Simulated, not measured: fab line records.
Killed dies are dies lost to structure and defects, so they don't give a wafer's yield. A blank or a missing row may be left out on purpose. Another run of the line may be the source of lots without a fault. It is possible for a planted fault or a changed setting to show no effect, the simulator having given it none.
fab line records	flow sky130
record lots=6	wafers=18	last-day=50
route steps=708 shown VIA3@582 PAD_OPEN@708
lots untouched by any fault: they come from a run of this same line in which no faults occurred
start-h: hours from the record's opening day to when the first of the lot's shown wafers began	wait-h: how many hours have passed since the lot's step before this one	" identical to the entry in the row above	L1.1+2: one row covering several wafers at once	- no value present, or no start provided	* or withheld: withheld	< > ~ a bound
route shown NAME@n: names a module that has steps shown in the file, with the first one's number in the route	usual: average and standard deviation across the fault-free wafers	same: alike in all rows	chamber/n: place in a boat	sites: the reading at each site	_std_site: the standard deviation of these	_edge_site: outer sites' mean less inner sites'	radius-mm: for every site, how far away it sits from the centre of the wafer	mask NAME#n: copy n	behind: the most recent tool/chamber to have shaped the wafer	hold: what put the lot on hold/how long, in hours/how the hold closed	device: transistor that didn't switch, given as n, p or np	end of line: tests run on the same wafers once the route is complete	for a step that has no rows: nothing shown but its recipe	killed: dies that structure and defects cost at the first sort, which is not the same as the wafer's yield	map: per-die view of a wafer (x killed, . not killed, _ where there is no die)
set.NAME: the setting the step ran with; set.NAME@STEP: the setting that earlier step ran with	model.NAME: the simulator's own value behind a step, which no gauge read
lots seen at some steps along the route; tables by step, rows by wafer
services: the hour from which a tool's chamber was out of use, counted from the record's first day as start-h (under 0 if before that day), plus the number of hours and why
## steps
# step SKY_VIA3_EXPOSE_09
# recipe mask-id=VIM3	na=0.8	source-shape=annular	sigma-inner=0.55	sigma-outer=0.85	target-cd-nm=200	dose-mj=38
# step SKY_VIA3_PEB_10
# recipe peb-temp-c=withheld	peb-time-s=withheld	resist=KrF-thick
# step SKY_VIA3_DEVELOP_11
# recipe develop-time-s=60	resist=KrF-thick	dev-temp-c=21
# step SKY_VIA3_CD_MEAS_12
# recipe target-cd-nm=200
# usual cd-nm=199.7/1.3
lot.wafer	tool	chamber	start-h	wait-h	cd-nm
L510.2	cd-sem-01	-	965.39	-	198.7
L510.3	"	-	"	"	199.6
L510.4	"	-	"	"	197.8
L511.1	cd-sem-02	-	975.22	-	201.5
L511.4	"	-	"	"	200.3
L511.6	"	-	"	"	201.6
L522.1	cd-sem-02	-	1065.27	-	199.7
L522.2	"	-	"	"	201.1
L522.3	"	-	"	"	200.7
L523.1	cd-sem-02	-	1065.72	-	198.6
L523.4	"	-	"	"	199.7
L523.6	"	-	"	"	199.9
L524.2	cd-sem-02	-	1066.44	-	199.4
L524.4	"	-	"	"	198.2
L524.6	"	-	"	"	199.9
L525.1	cd-sem-02	-	1067.17	-	201.2
L525.2	"	-	"	"	200.8
L525.5	"	-	"	"	199.8
# step SKY_VIA3_OVL_MEAS_13
# usual VIA3_OVL=-2/5.9
lot.wafer	tool	chamber	start-h	wait-h	VIA3_OVL[nm]
L510.2	overlay-01	-	965.50	0.1	0
L510.3	"	-	"	"	-4
L510.4	"	-	"	"	-5
L511.1	overlay-02	-	975.34	0.1	-4
L511.4	"	-	"	"	-5
L511.6	"	-	"	"	5
L522.1	overlay-01	-	1065.39	0.1	2
L522.2	"	-	"	"	-3
L522.3	"	-	"	"	-1
L523.1	overlay-01	-	1065.84	0.1	7
L523.4	"	-	"	"	4
L523.6	"	-	"	"	7
L524.2	overlay-01	-	1066.54	0.1	-10
L524.4	"	-	"	"	-9
L524.6	"	-	"	"	-11
L525.1	overlay-02	-	1067.29	0.1	5
L525.2	"	-	"	"	8
L525.5	"	-	"	"	6
# step SKY_VIA3_ETCH_14
# recipe chemistry=N2/H2	target=BARC	ion-energy-ev=200	source-w=500	bias-w=100	pressure-mtorr=30	n2-flow-sccm=100	h2-flow-sccm=200	stop-on=SiO2	time-s=45.9	target-depth-a=600
# usual drypump-motor-current-A=5.7/0.53	oes-product-au=0.854/0.0048	throttle-valve-pct=13.226/0.0093
lot.wafer	tool	chamber	start-h	wait-h	drypump-motor-current-A	oes-product-au	rf-hours-counter-h	throttle-valve-pct
L510.2	rie-diel-04	1	965.53	0.0	6.8	0.844	18	13.224
L510.3	"	3	"	"	5.8	0.854	16	13.220
L510.4	"	0	"	"	5.1	0.854	1	13.219
L511.1	rie-diel-04	0	975.37	0.0	5.1	0.859	1	13.230
L511.4	"	2	"	"	5.6	0.863	20	13.212
L511.6	"	3	"	"	5.8	0.856	-	13.214
L522.1	rie-diel-04	2	1065.43	0.0	5.6	0.859	24	13.244
L522.2	"	3	"	"	5.8	0.856	20	13.222
L522.3	"	1	"	"	6.8	0.854	22	13.222
L523.1	rie-diel-02	0	1065.87	0.0	5.8	0.860	14	13.228
L523.4	"	2	"	"	5.5	0.845	-	13.211
L523.6	"	0	"	"	5.8	0.843	-	13.218
L524.2	rie-diel-04	2	1066.57	0.0	5.7	0.850	24	13.219
L524.4	"	0	"	"	5.1	0.848	5	13.234
L524.6	"	2	"	"	5.7	0.852	-	13.227
L525.1	rie-diel-02	3	1067.33	0.0	5.8	0.857	20	13.226
L525.2	"	2	"	"	5.5	0.856	12	13.225
L525.5	"	2	"	"	5.5	0.859	-	13.236
# step SKY_VIA3_ETCH_15
# recipe target=SiO2	chemistry=C4F8/O2/Ar	target-depth-nm=507	stop-on=TiN	mask-material=KrF-thick	source-w=1500	bias-w=1200	pressure-mtorr=40	c4f8-flow-sccm=withheld	O2_flow_sccm=6	Ar_flow_sccm=300	time-s=78
# usual oes-product-au=0.946/0.0049
lot.wafer	tool	chamber	start-h	wait-h	oes-product-au	rf-hours-counter-h
L510.2	rie-diel-04	1	965.57	0.0	0.943	18
L510.3	"	3	"	"	0.948	16
L510.4	"	0	"	"	0.945	1
L511.1	rie-diel-04	0	975.42	0.0	0.949	1
L511.4	"	2	"	"	0.947	20
L511.6	"	3	"	"	0.954	-
L522.1	rie-diel-04	2	1065.47	0.0	0.950	24
L522.2	"	3	"	"	0.945	20
L522.3	"	1	"	"	0.957	22
L523.1	rie-diel-02	0	1065.92	0.0	0.940	14
L523.4	"	2	"	"	0.944	-
L523.6	"	0	"	"	0.946	-
L524.2	rie-diel-04	2	1066.62	0.0	0.942	24
L524.4	"	0	"	"	0.951	5
L524.6	"	2	"	"	0.946	-
L525.1	rie-diel-02	3	1067.37	0.0	0.943	20
L525.2	"	2	"	"	0.958	12
L525.5	"	2	"	"	0.960	-
# step SKY_VIA3_STRIP_16
# recipe chemistry=O2/N2	power-w=1400	pressure-mtorr=1500	platen-temp-c=withheld	o2-flow-sccm=3000	n2-flow-sccm=300	overash-fraction=0.5
# usual drypump-motor-current-A=5.9/0.48	oes-product-au=0.401/0.0044	strip-time-to-endpoint-s=4.128/0.024
lot.wafer	tool	chamber	start-h	wait-h	drypump-motor-current-A	oes-product-au	rf-hours-counter-h	strip-time-to-endpoint-s
L510.2	plasma-asher-03	0	965.63	0.0	5.0	0.407	119	4.156
L510.3	"	1	"	"	5.8	0.403	-	4.139
L510.4	"	0	"	"	5.0	0.403	-	4.146
L511.1	plasma-asher-01	0	975.48	0.0	6.1	0.395	26	4.109
L511.4	"	1	"	"	5.4	0.401	-	4.118
L511.6	"	1	"	"	5.4	0.405	-	4.102
L522.1	plasma-asher-02	1	1065.53	0.0	6.3	0.400	69	4.113
L522.2	"	0	"	"	6.4	0.404	69	4.134
L522.3	"	1	"	"	6.3	0.399	-	4.139
L523.1	plasma-asher-01	1	1065.98	0.0	5.4	0.402	34	4.078
L523.4	"	1	"	"	5.4	0.404	-	4.081
L523.6	"	1	"	"	5.4	0.404	-	4.057
L524.2	plasma-asher-03	0	1066.68	0.0	5.0	0.395	0	4.100
L524.4	"	1	"	"	5.8	0.402	-	4.104
L524.6	"	1	"	"	5.9	0.397	-	4.111
L525.1	plasma-asher-02	0	1067.43	0.0	6.4	0.405	69	4.149
L525.2	"	1	"	"	6.3	0.400	69	4.142
L525.5	"	0	"	"	6.4	0.399	-	4.132
# step SKY_VIA3_STRIP_17
# recipe chemistry=post-etch-residue-remover	time-s=1200	temp-c=72.5
# step SKY_VIA3_CLEAN_18
# recipe chemistry=IPA	time-s=180	temp-c=25
# step SKY_VIA3_CLEAN_19
# recipe chemistry=O3/DIW	dry=n2-spin
# step SKY_VIA3_SPUTTER_20
# recipe material=TiN	target-thk-nm=20	chamber-pressure-pa=5	power-w=4000	time-s=80
# usual throttle-valve-pct=30.9/1
lot.wafer	tool	chamber	start-h	wait-h	throttle-valve-pct
L510.2	pvd-sputter-03	-	966.22	0.0	30.4
L510.3	"	-	"	"	30.8
L510.4	"	-	"	"	31.6
L511.1	pvd-sputter-04	-	976.07	0.0	32.5
L511.4	"	-	"	"	31.2
L511.6	"	-	"	"	32.6
L522.1	pvd-sputter-04	-	1066.40	0.0	31.6
L522.2	"	-	"	"	31.4
L522.3	"	-	"	"	30.9
L523.1	pvd-sputter-01	-	1066.70	0.0	29.7
L523.4	"	-	"	"	30.8
L523.6	"	-	"	"	29.6
L524.2	pvd-sputter-04	-	1067.37	0.0	30.8
L524.4	"	-	"	"	31.4
L524.6	"	-	"	"	31.0
L525.1	pvd-sputter-04	-	1068.48	0.0	31.4
L525.2	"	-	"	"	31.4
L525.5	"	-	"	"	31.3
# step SKY_VIA3_CVD_21
# recipe material=W	target-thk-nm=390	time-s=117.31	temp-c=400	pressure-torr=40
# usual chamber-pressure-Torr=40.00/0.085	heater-power-outer-w=493/54	heater-power-w=820/74
lot.wafer	tool	chamber	start-h	wait-h	chamber-pressure-Torr	heater-power-outer-w	heater-power-w	model.W_of_VIA3_CVD_21.thk-nm
L510.2	cvd-w-01	0	966.28	0.0	42.30	565	942	405.7
L510.3	"	1	"	"	40.02	535	882	378
L510.4	"	0	"	"	42.40	563	898	405.8
L511.1	cvd-w-01	0	976.13	0.0	42.44	564	919	407.4
L511.4	"	0	"	"	42.44	566	945	401.9
L511.6	"	1	"	"	39.92	545	871	386.4
L522.1	cvd-w-02	1	1066.47	0.0	40.02	486	791	387.5
L522.2	"	0	"	"	39.95	428	712	386.8
L522.3	"	0	"	"	40.09	413	727	392.8
L523.1	cvd-w-01	0	1066.77	0.0	40.09	559	924	393.5
L523.4	"	0	"	"	40.04	560	912	392.7
L523.6	"	0	"	"	40.15	557	931	394.2
L524.2	cvd-w-02	0	1067.43	0.0	40.05	410	734	391.6
L524.4	"	0	"	"	39.84	418	717	394.6
L524.6	"	0	"	"	39.97	435	730	390.1
L525.1	cvd-w-01	1	1068.54	0.0	40.14	546	870	389
L525.2	"	0	"	"	40.01	571	965	400.7
L525.5	"	0	"	"	39.85	564	915	396.3
# step SKY_VIA3_RS_MEAS_22
# recipe thk-meas-gauge=four-point-probe	reads=W_of_VIA3_CVD_21+TiN_of_VIA3_SPUTTER_20
# usual VIA3_W_RS=0.295/0.0043
lot.wafer	tool	chamber	start-h	wait-h	VIA3_W_RS[ohm/sq]
L510.2	film-metro-01	-	966.43	0.1	0.283
L510.3	"	-	"	"	0.303
L510.4	"	-	"	"	0.283
L511.1	film-metro-01	-	976.25	0.1	0.281
L511.4	"	-	"	"	0.285
L511.6	"	-	"	"	0.297
L522.1	film-metro-02	-	1066.61	0.1	0.296
L522.2	"	-	"	"	0.296
L522.3	"	-	"	"	0.291
L523.1	film-metro-02	-	1066.89	0.1	0.291
L523.4	"	-	"	"	0.292
L523.6	"	-	"	"	0.290
L524.2	film-metro-02	-	1067.57	0.1	0.293
L524.4	"	-	"	"	0.290
L524.6	"	-	"	"	0.294
L525.1	film-metro-04	-	1068.66	0.1	0.295
L525.2	"	-	"	"	0.286
L525.5	"	-	"	"	0.289
# step SKY_VIA3_THK_MEAS_23
# recipe thk-meas-gauge=xrf	reads=W_of_VIA3_CVD_21
# usual VIA3_W_THK=380/6.4
lot.wafer	tool	chamber	start-h	wait-h	VIA3_W_THK[nm]
L510.2	film-metro-01	-	966.54	0.1	396
L510.3	"	-	"	"	370
L510.4	"	-	"	"	394
L511.1	film-metro-01	-	976.37	0.1	398
L511.4	"	-	"	"	393
L511.6	"	-	"	"	379
L522.1	film-metro-02	-	1066.73	0.1	376
L522.2	"	-	"	"	378
L522.3	"	-	"	"	385
L523.1	film-metro-02	-	1067.01	0.1	383
L523.4	"	-	"	"	384
L523.6	"	-	"	"	386
L524.2	film-metro-02	-	1067.68	0.1	383
L524.4	"	-	"	"	384
L524.6	"	-	"	"	383
L525.1	film-metro-04	-	1068.78	0.1	381
L525.2	"	-	"	"	394
L525.5	"	-	"	"	389
# step SKY_PAD_OPEN_PROBE_99
# usual defect-limited-yield=82.4/2.1	killed_at_M0_to_M3=43/7.4	killed_at_M4_up=3.1/1.9	killed-at-contacts=25/5.4	killed-at-front-end=15/4.3	killed-at-other=0.3/0.54	killed-dies=86/10	killed-open=46/7.4	killed-short=40/7	sort_bin_3_pad_short=0.9/0.39	sort_bin_5_function=10.3/1.6	sort_bin_6_memory=6.4/1.1	sort-n-pass=406/10	sort-yield-pct=82.4/2.1
# same gross-dies=492	killed-at-back-side=0	sort_bin_4_leakage[%]=0	sort_bin_8_speed[%]=0
lot.wafer	tool	chamber	start-h	wait-h	defect-limited-yield[%]	killed_at_M0_to_M3	killed_at_M4_up	killed-at-contacts	killed-at-front-end	killed-at-other	killed-dies	killed-open	killed-short	sort_bin_3_pad_short[%]	sort_bin_5_function[%]	sort_bin_6_memory[%]	sort-n-pass	sort-yield-pct[%]
L510.2	prober-02	-	1105.40	0.1	82.3	46	3	22	15	1	87	48	39	1.0	10.2	6.5	405	82.3
L510.3	prober-02	-	1105.45	0.2	83.7	40	7	25	8	0	80	35	45	1.0	8.7	6.5	412	83.7
L510.4	prober-02	-	1105.50	0.2	76.0	75	4	18	21	0	118	61	57	1.4	14.8	7.7	374	76.0
L523.1	prober-01	-	1189.62	0.1	83.7	39	2	26	13	0	80	44	35	1.6	8.9	5.7	412	83.7
L523.4	prober-01	-	1189.77	0.2	82.1	48	1	20	18	1	88	50	35	0.8	10.0	7.1	404	82.1
L523.6	prober-01	-	1189.87	0.2	84.6	31	1	22	21	1	76	39	36	0.6	10.0	4.9	416	84.6
L524.2	prober-02	-	1189.75	0.1	82.1	43	1	29	14	1	88	56	31	0.4	11.4	6.1	404	82.1
L524.4	prober-02	-	1189.85	0.2	84.6	37	2	18	18	1	76	43	32	1.4	7.5	6.5	416	84.6
L524.6	prober-02	-	1189.95	0.2	80.1	45	4	35	14	0	98	47	51	1.2	11.8	6.9	394	80.1
# killed by level:class
L510.2 VIA1:geometric-particle:open=19 LI_CONTACT:geometric-particle:open=7 VIA1:geometric-particle:short=6 LOCAL_INTERCONNECT:geometric-particle:short=5 CONTACT:geometric-particle:open=5 METAL2:geometric-particle:short=5 VIA3:geometric-particle:open=5 SPACER:geometric-particle:short=4
L510.3 VIA1:geometric-particle:open=8 METAL2:geometric-particle:short=8 LI_CONTACT:geometric-particle:open=7 METAL4:geometric-particle:short=7 VIA2:geometric-particle:open=6 CONTACT:geometric-particle:short=5 LOCAL_INTERCONNECT:geometric-particle:short=5 CONTACT:geometric-particle:open=5
L510.4 VIA1:geometric-particle:open=17 VIA2:geometric-particle:open=13 METAL2:geometric-particle:short=9 LOCAL_INTERCONNECT:geometric-particle:short=8 VIA3:geometric-particle:open=8 FIELD_ISO:geometric-particle:short=6 METAL1:geometric-particle:short=6 FIELD_ISO:geometric-particle:open=5
L523.1 LI_CONTACT:geometric-particle:open=12 VIA1:geometric-particle:open=9 CONTACT:geometric-particle:open=7 METAL2:geometric-particle:short=7 POLY_GATE:geometric-particle:open=4 VIA2:geometric-particle:open=4 LOCAL_INTERCONNECT:geometric-particle:short=4 VIA1:geometric-particle:short=4
L524.2 VIA1:geometric-particle:open=16 CONTACT:geometric-particle:open=10 VIA2:geometric-particle:open=9 LI_CONTACT:geometric-particle:open=7 VIA3:geometric-particle:open=6 FIELD_ISO:geometric-particle:short=4 LI_CONTACT:geometric-particle:short=4 LOCAL_INTERCONNECT:geometric-particle:short=4
L523.4 VIA1:geometric-particle:open=14 VIA3:geometric-particle:open=7 CONTACT:geometric-particle:short=6 METAL2:geometric-particle:short=6 FIELD_ISO:geometric-particle:open=5 CONTACT:geometric-particle:open=5 VIA2:geometric-particle:open=5 POLY_GATE:geometric-particle:short=4
L524.4 VIA1:geometric-particle:open=12 VIA2:geometric-particle:open=7 VIA3:geometric-particle:open=6 FIELD_ISO:geometric-particle:short=5 LOCAL_INTERCONNECT:geometric-particle:short=4 CONTACT:geometric-particle:short=4 CONTACT:geometric-particle:open=4 POLY_GATE:geometric-particle:short=3
L523.6 LI_CONTACT:geometric-particle:open=9 POLY_GATE:geometric-particle:short=8 VIA3:geometric-particle:open=5 FIELD_ISO:geometric-particle:open=4 CONTACT:geometric-particle:open=4 METAL1:geometric-particle:short=4 VIA1:geometric-particle:open=4 METAL3:geometric-particle:short=4
L524.6 LOCAL_INTERCONNECT:geometric-particle:short=9 CONTACT:geometric-particle:open=9 VIA3:geometric-particle:open=9 LI_CONTACT:geometric-particle:open=8 METAL2:geometric-particle:short=7 VIA1:geometric-particle:open=6 CONTACT:geometric-particle:short=6 METAL1:geometric-particle:short=6
## services
tool	chamber	start-h	hours	kind
pvd-sputter-03	-	942.46	1.6	repair
rie-diel-02	0	950.75	7.5	repair
rie-diel-02	3	959.75	7.5	repair
plasma-asher-01	-	960.59	14.3	repair
rie-diel-02	0	961.73	7.6	repair
rie-diel-02	-	970.00	2.8	pm
cvd-w-02	0	981.55	4.9	repair
rie-diel-02	1	984.71	122.1	repair
pvd-sputter-03	3	996.31	-	consumable-replace:kit
pvd-sputter-03	3	996.31	18.0	scheduled-down
pvd-sputter-03	3	996.31	18.0	vent-cycle
rie-diel-02	2	1012.39	7.3	repair
pvd-sputter-01	1	1013.12	-	consumable-replace:kit
pvd-sputter-01	1	1013.12	18.0	scheduled-down
pvd-sputter-01	1	1013.12	18.0	vent-cycle
rie-diel-02	0	1016.00	9.5	repair
plasma-asher-02	-	1027.01	3.2	repair
rie-diel-02	-	1039.46	0.7	repair
plasma-asher-01	-	1047.98	6.6	repair
plasma-asher-03	-	1055.25	9.0	pm
plasma-asher-03	0	1055.25	9.0	vent-cycle
plasma-asher-03	1	1055.25	9.0	vent-cycle
plasma-asher-03	0	1064.25	-	clean
plasma-asher-03	1	1064.25	-	clean
## key
first-sign step=SKY_VIA3_CVD_21	reading=chamber-pressure-Torr	direction=up	sigmas=28	usual=40.00	struck=42.39
effect step=SKY_VIA3_RS_MEAS_22	reading=VIA3_W_RS	direction=down	sigmas=2.8	usual=0.295	struck=0.283
effect step=SKY_VIA3_THK_MEAS_23	reading=VIA3_W_THK	direction=up	sigmas=2.4	usual=380	struck=395
model-effect step=SKY_VIA3_CVD_21	value=W_of_VIA3_CVD_21.thk-nm	without=393.2	struck=405.2
met-at SKY_VIA3_CVD_21
struck-wafers L510.2,L510.4,L511.1,L511.4
fault kind=process-parameter-drift	tool=cvd-w-01	chamber=0	onset-h=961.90	steps=SKY_VIA3_CVD_21	channel=pressure-torr	offset=2.4507	shape=step	end-h=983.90	acts-in=these-recipes-only	stated=40
